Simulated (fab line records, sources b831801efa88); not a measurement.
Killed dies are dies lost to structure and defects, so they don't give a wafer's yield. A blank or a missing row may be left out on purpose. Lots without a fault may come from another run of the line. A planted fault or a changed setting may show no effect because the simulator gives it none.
Chamber matching | flow sky130 | SKY_VIA2_CMP_02 on cmp-02: 4 sister chambers
The step polishes SiO2. 14 wafers are shown with their chamber, then 7 later ones without.

WAFERS WITH THEIR CHAMBER
wafer  | chamber | motor_current_A (A) | retaining_ring_pressure_frac
L786.1 | 2       | 13.9                | 0.996
L786.3 | 3       | 14.5                | 1.007
L786.5 | 2       | 13.5                | 1.000
L788.2 | 0       | 11.1                | 1.007
L788.5 | 2       | 13.8                | 1.009
L788.6 | 1       | 12.2                | 1.001
L789.1 | 3       | 15.2                | 0.994
L789.4 | 0       | 10.2                | 0.996
L789.6 | 2       | 12.8                | 0.997
L792.2 | 0       | 10.9                | 0.998
L792.3 | 2       | 13.4                | 0.999
L792.5 | 0       | 11.0                | 0.998
L794.1 | 2       | 13.3                | 1.004
L794.2 | 3       | 15.3                | 0.999

SIGNATURES (means of the wafers above)
reading                      | chamber 0 | chamber 1 | chamber 2 | chamber 3 | scatter within a chamber
motor_current_A              | 10.800    | 12.200    | 13.450    | 15.000    | 0.407
retaining_ring_pressure_frac | 0.99975   | 1.00100   | 1.00083   | 1.00000   | 0.00527
Rule: a wafer's distance from a chamber is the root of the sum, over the readings, of the square of ((its reading less the chamber's mean) divided by the reading's scatter). The wafer belongs to the nearest chamber; if the next one is less than 2 further off, it can't be placed. The scatter: the root of (the sum of the squares of (reading less its chamber's mean) over the shown wafers, divided by (wafers less chambers)).

WAFERS WITHOUT THEIR CHAMBER
wafer  | motor_current_A (A) | retaining_ring_pressure_frac
L794.5 | 14.7                | 0.994
L798.2 | 15.7                | 1.009
L798.3 | 11.0                | 1.000
L798.5 | 10.3                | 1.007
L799.1 | 13.6                | 0.999
L799.2 | 14.4                | 0.999
L799.3 | 10.7                | 0.999

WHICH CHAMBER EACH WENT THROUGH
wafer  | from the rows above     | in truth
L794.5 | can't be placed: 3 or 2 | 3
L798.2 | 3                       | 3
L798.3 | 0                       | 0
L798.5 | 0                       | 0
L799.1 | 2                       | 2
L799.2 | can't be placed: 3 or 2 | 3
L799.3 | 0                       | 0
Placed correctly: 5 of 7. Can't be placed from these rows: 2 (the true chamber is among the candidates in 2). Placed wrongly: 0.
